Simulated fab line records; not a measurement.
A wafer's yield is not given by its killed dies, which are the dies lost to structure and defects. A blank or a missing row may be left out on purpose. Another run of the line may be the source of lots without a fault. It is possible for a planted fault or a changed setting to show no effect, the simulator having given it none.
What tool caused it? ; flow sky130 ; 72 wafers from 24 lots sampled at 6 of the route's 708 steps

## WHAT THE GAUGES READ, wafer by wafer
SKY_LDD_LDN_TW_MEAS_13. Usual: for LDD_LDN_TW the level is 1485 and the standard deviation is 8.9.
lot;measured;on;LDD_LDN_TW;flag
L074;day 23 01:13;film-metro-04;1496 1485 1484;
L075;day 23 13:49;film-metro-01;1486 1490 1481;
L076;day 23 17:31;film-metro-04;1502 1485 1489;
L077;day 24 05:10;film-metro-02;1484 1483 1470;
L078;day 24 15:10;film-metro-04;1481 1483 1484;
L079;day 24 18:43;film-metro-01;1493 1481 1480;
L080;day 25 03:28;film-metro-04;1494 1482 1494;
L081;day 25 11:37;film-metro-02;1481 1484 1473;
L082;day 26 02:23;film-metro-04;1493 1481 1484;
L083;day 26 07:22;film-metro-01;1474 1475 1483;
L084;day 26 15:13;film-metro-02;1467 1480 1475;
L085;day 26 23:22;film-metro-01;1478 1480 1479;
L086;day 27 09:34;film-metro-04;1484 1487 1483;
L087;day 27 15:41;film-metro-02;1482 1490 1476;
L088;day 27 23:52;film-metro-02;1469 1485 1480;
L089;day 28 09:17;film-metro-04;1500 1499 1506;
L090;day 28 15:28;film-metro-04;1501 1498 1501;
L091;day 29 04:08;film-metro-01;1476 1490 1480;
L092;day 29 11:48;film-metro-04;1508 1495 1501;
L093;day 29 15:31;film-metro-02;1471 1461 1464;
L094;day 30 00:21;film-metro-01;1481 1485 1493;
L095;day 30 06:00;film-metro-01;1482 1486 1480;
L096;day 30 11:25;film-metro-04;1492 1495 1495;
L097;day 30 14:37;film-metro-01;1474 1485 1478;

SKY_VIA1_RS_MEAS_22: measures by four-point-probe. Usual: for VIA1_W_RS the level is 0.428 ohm/sq and the standard deviation is 0.0074.
lot;measured;on;VIA1_W_RS (ohm/sq);flag
L074;day 34 04:48;film-metro-03;0.425 0.428 0.433;
L075;day 34 15:05;film-metro-02;0.434 0.437 0.433;
L076;day 34 19:23;film-metro-02;0.420 0.419 0.422;
L077;day 35 05:55;film-metro-04;0.417 0.426 0.431;
L078;day 35 13:20;film-metro-04;0.427 0.421 0.411;
L079;day 35 16:42;film-metro-04;0.421 0.431 0.423;
L080;day 36 01:36;film-metro-02;0.430 0.418 0.432;
L081;day 36 10:14;film-metro-02;0.411 0.410 0.428;
L082;day 36 22:47;film-metro-04;0.417 0.415 0.430;
L083;day 37 03:52;film-metro-04;0.429 0.428 0.431;
L084;day 37 09:32;film-metro-02;0.425 0.423 0.426;
L085;day 37 16:48;film-metro-02;0.432 0.432 0.430;
L086;day 37 23:40;film-metro-02;0.428 0.429 0.424;
L087;day 38 07:03;film-metro-03;0.420 0.428 0.431;
L088;day 38 14:24;film-metro-02;0.428 0.425 0.426;
L089;day 38 22:44;film-metro-04;0.431 0.435 0.437;
L090;day 39 03:11;film-metro-02;0.436 0.433 0.436;
L091;day 39 14:16;film-metro-02;0.422 0.419 0.427;
L092;day 39 19:23;film-metro-04;0.433 0.433 0.435;
L093;day 40 00:00;film-metro-02;0.438 0.432 0.438;
L094;day 40 08:37;film-metro-04;0.432 0.437 0.444;
L095;day 40 13:40;film-metro-04;0.445 0.433 0.435;
L096;day 40 19:23;film-metro-03;0.423 0.427 0.424;
L097;day 41 09:47;film-metro-03;0.422 0.422 0.423;

SKY_VIA2_THK_MEAS_23: measures by xrf. Usual: for VIA2_W_THK the level is 426 nm and the standard deviation is 7.
lot;measured;on;VIA2_W_THK (nm);flag
L074;day 36 13:08;film-metro-04;439 429 436;
L075;day 36 23:16;film-metro-01;426 415 426;
L076;day 37 02:59;film-metro-01;416 415 412;
L077;day 37 14:11;film-metro-01;411 416 414;
L078;day 37 20:53;film-metro-04;417 418 419;
L079;day 38 00:01;film-metro-01;411 415 427;
L080;day 38 09:08;film-metro-04;423 434 437;
L081;day 38 16:38;film-metro-02;428 426 423;
L082;day 39 04:39;film-metro-02;428 432 431;
L083;day 39 11:04;film-metro-01;427 435 425;
L084;day 39 15:43;film-metro-02;429 426 428;
L085;day 39 22:01;film-metro-01;427 425 429;
L086;day 40 04:44;film-metro-02;428 412 425;
L087;day 40 12:32;film-metro-02;424 435 426;
L088;day 40 19:13;film-metro-01;436 432 433;
L089;day 41 03:26;film-metro-02;430 429 427;
L090;day 41 08:28;film-metro-02;422 432 432;
L091;day 41 18:19;film-metro-02;427 421 431;
L092;day 41 22:15;film-metro-02;431 421 436;
L093;day 42 04:02;film-metro-02;434 443 431;
L094;day 42 11:47;film-metro-01;420 427 420;
L095;day 42 17:53;film-metro-01;420 434 418;
L096;day 42 22:29;film-metro-01;429 424 422;
L097;day 43 12:49;film-metro-04;427 431 420;

## EACH LOT AND THE TOOL THAT RAN IT (in order: tool; ch and the chambers of the sampled wafers; start)
lot;SKY_LDD_HVP_STRIP_09;SKY_METAL1_SPUTTER_03;SKY_METAL2_DESCUM_17
L074;plasma-asher-04 ch 0,1, day 21 18:49;pvd-sputter-01, day 31 20:46;rie-metal-04 ch 0,1, day 35 08:19
L075;plasma-asher-01 ch 0,1, day 22 06:21;pvd-sputter-04, day 32 06:32;rie-metal-02 ch 0,1, day 35 18:32
L076;plasma-asher-04 ch 0,1, day 22 10:51;pvd-sputter-01, day 32 11:55;rie-metal-01 ch 0,1, day 35 22:26
L077;plasma-asher-04 ch 0,1, day 22 22:37;pvd-sputter-04, day 32 21:46;rie-metal-04 ch 0,1, day 36 09:41
L078;plasma-asher-01 ch 0,1, day 23 09:01;pvd-sputter-03, day 33 05:50;rie-metal-04 ch 0,1, day 36 16:38
L079;plasma-asher-01 ch 0,1, day 23 11:49;pvd-sputter-03, day 33 08:26;rie-metal-01 ch 0,1, day 36 19:22
L080;plasma-asher-01 ch 0,1, day 23 20:07;pvd-sputter-01, day 33 17:59;rie-metal-01 ch 0,1, day 37 04:14
L081;plasma-asher-02 ch 0,1, day 24 05:10;pvd-sputter-04, day 34 02:23;rie-metal-02 ch 0,1, day 37 12:50
L082;plasma-asher-02 ch 0,1, day 24 20:21;pvd-sputter-03, day 34 14:38;rie-metal-04 ch 0,1, day 38 00:53
L083;plasma-asher-04 ch 0,1, day 25 00:48;pvd-sputter-04, day 34 20:41;rie-metal-01 ch 0,1, day 38 06:53
L084;plasma-asher-01 ch 0,1, day 25 08:55;pvd-sputter-03, day 35 00:55;rie-metal-01 ch 0,1, day 38 12:15
L085;plasma-asher-02 ch 1, day 25 17:09;pvd-sputter-04, day 35 09:17;rie-metal-01 ch 0,1, day 38 18:58
L086;plasma-asher-02 ch 0,1, day 26 03:33;pvd-sputter-03, day 35 16:51;rie-metal-01 ch 0,1, day 39 01:58
L087;plasma-asher-01 ch 0, day 26 10:03;pvd-sputter-04, day 36 00:04;rie-metal-04 ch 0,1, day 39 09:11
L088;plasma-asher-02 ch 0,1, day 26 18:47;pvd-sputter-03, day 36 07:36;rie-metal-04 ch 0,1, day 39 16:32
L089;plasma-asher-04 ch 0,1, day 27 04:36;pvd-sputter-03, day 36 16:13;rie-metal-04 ch 0,1, day 40 00:50
L090;plasma-asher-02 ch 0,1, day 27 10:34;pvd-sputter-03, day 36 21:47;rie-metal-04 ch 0,1, day 40 05:38
L091;plasma-asher-04 ch 0,1, day 27 23:02;pvd-sputter-04, day 37 08:04;rie-metal-02 ch 0,1, day 40 15:45
L092;plasma-asher-04 ch 0,1, day 28 06:34;pvd-sputter-04, day 37 14:20;rie-metal-01 ch 1, day 40 20:05
L093;plasma-asher-04 ch 0, day 28 10:55;pvd-sputter-04, day 37 19:06;rie-metal-02 ch 0,1, day 41 00:59
L094;plasma-asher-02 ch 0,1, day 28 19:55;pvd-sputter-03, day 38 02:58;rie-metal-04 ch 0, day 41 09:38
L095;plasma-asher-01 ch 0,1, day 29 01:25;pvd-sputter-03, day 38 08:49;rie-metal-01 ch 0,1, day 41 15:05
L096;plasma-asher-04 ch 0,1, day 29 07:06;pvd-sputter-03, day 38 15:02;rie-metal-01 ch 0,1, day 41 20:00
L097;plasma-asher-02 ch 0,1, day 29 10:00;pvd-sputter-04, day 39 06:07;rie-metal-02 ch 0,1, day 42 10:26
- SKY_LDD_HVP_STRIP_09: strips in O2/N2.
- SKY_METAL1_SPUTTER_03: material Ti, target thk 5 nm, time 3.3 s.
- SKY_METAL2_DESCUM_17: chemistry O2, time 8 s.

## WHAT THE TOOLS THEMSELVES READ (means of the sampled wafers that have a number; where no wafer has one, the mark that the record gives instead)
SKY_LDD_HVP_STRIP_09. Usual: drypump-motor-current-A 5.5 A, standard deviation 0.5; o2-flow-sccm 2999 sccm, standard deviation 8.6; oes-product-au 0.409 a.u., standard deviation 0.0049; strip-time-to-endpoint-s 4.138 s, standard deviation 0.015.
lot;tool;drypump-motor-current-A (A);o2-flow-sccm (sccm);oes-product-au (a.u.);strip-time-to-endpoint-s (s);flag
L074;plasma-asher-04;5.3;3003;0.410;4.131;
L075;plasma-asher-01;5.4;2994;0.413;4.129;
L076;plasma-asher-04;5.3;3006;0.404;4.130;
L077;plasma-asher-04;5.3;2999;0.405;4.130;
L078;plasma-asher-01;5.4;3002;0.406;4.134;
L079;plasma-asher-01;5.4;2999;0.406;4.152;
L080;plasma-asher-01;5.1;2992;0.414;4.157;
L081;plasma-asher-02;5.8;2998;0.407;4.150;
L082;plasma-asher-02;6.1;3000;0.406;4.125;
L083;plasma-asher-04;5.3;2995;0.411;4.146;
L084;plasma-asher-01;5.3;3008;0.408;4.138;
L085;plasma-asher-02;5.5;3007;0.408;4.156;
L086;plasma-asher-02;5.8;3007;0.405;4.121;
L087;plasma-asher-01;4.9;2994;0.406;4.129;
L088;plasma-asher-02;6.1;2992;0.412;4.140;
L089;plasma-asher-04;5.3;2989;0.404;4.128;
L090;plasma-asher-02;6.1;3002;0.413;4.136;
L091;plasma-asher-04;5.2;2995;0.415;4.142;
L092;plasma-asher-04;5.1;2993;0.408;4.171;
L093;plasma-asher-04;5.0;2999;0.412;4.133;
L094;plasma-asher-02;5.8;3004;0.412;4.139;
L095;plasma-asher-01;5.1;3001;0.409;4.142;
L096;plasma-asher-04;5.3;2994;0.407;4.114;
L097;plasma-asher-02;6.1;2994;0.410;4.133;

SKY_METAL1_SPUTTER_03. Usual: 30.3 % for throttle-valve-pct, sd 0.8.
lot;tool;throttle-valve-pct (%);flag
L074;pvd-sputter-01;30.4;
L075;pvd-sputter-04;30.1;
L076;pvd-sputter-01;30.3;
L077;pvd-sputter-04;30.0;
L078;pvd-sputter-03;29.9;
L079;pvd-sputter-03;30.5;
L080;pvd-sputter-01;30.9;
L081;pvd-sputter-04;30.3;
L082;pvd-sputter-03;29.6;
L083;pvd-sputter-04;29.9;
L084;pvd-sputter-03;29.7;
L085;pvd-sputter-04;30.7;
L086;pvd-sputter-03;29.8;
L087;pvd-sputter-04;30.9;
L088;pvd-sputter-03;30.4;
L089;pvd-sputter-03;30.5;
L090;pvd-sputter-03;30.4;
L091;pvd-sputter-04;30.6;
L092;pvd-sputter-04;30.4;
L093;pvd-sputter-04;31.0;
L094;pvd-sputter-03;30.9;
L095;pvd-sputter-03;30.6;
L096;pvd-sputter-03;29.8;
L097;pvd-sputter-04;30.1;

SKY_METAL2_DESCUM_17. Usual: drypump-motor-current-A 5.4 A, standard deviation 0.37; oes-product-au 1.000 a.u., standard deviation 0.015.
lot;tool;drypump-motor-current-A (A);oes-product-au (a.u.);flag
L074;rie-metal-04;5.2;0.987;
L075;rie-metal-02;5.5;1.020;
L076;rie-metal-01;5.6;0.990;
L077;rie-metal-04;5.2;0.981;
L078;rie-metal-04;5.4;0.996;
L079;rie-metal-01;5.3;0.995;
L080;rie-metal-01;5.6;0.991;
L081;rie-metal-02;5.5;1.015;
L082;rie-metal-04;5.4;0.992;
L083;rie-metal-01;5.6;1.001;
L084;rie-metal-01;5.3;1.012;
L085;rie-metal-01;5.6;1.003;
L086;rie-metal-01;5.3;1.004;
L087;rie-metal-04;5.4;0.989;
L088;rie-metal-04;5.2;0.984;
L089;rie-metal-04;5.2;0.983;
L090;rie-metal-04;5.2;0.997;
L091;rie-metal-02;5.5;1.015;
L092;rie-metal-01;5.1;1.016;
L093;rie-metal-02;5.7;1.017;
L094;rie-metal-04;5.0;0.984;
L095;rie-metal-01;5.6;1.005;
L096;rie-metal-01;5.6;1.000;
L097;rie-metal-02;5.8;1.007;

## THE ANSWER, worked out from the rows above alone
Rule: lot off if the mean of its wafers having a number is beyond 3 standard deviations from the usual mean. Also off: a lot with no number at a reading for which 4 or more lots have one. Any other lot the step has rows for is counted as sound. After the gauges, taken in route order, come the tools' own readings; for these a lot's mean is taken, as printed above. The first step at which some lot is off is used, and at that step the reading that is off furthest; a lot without a number counts as furthest.
None of the lots is off at any reading shown; this tells nothing.

## WHAT THE SIMULATOR PUT IN
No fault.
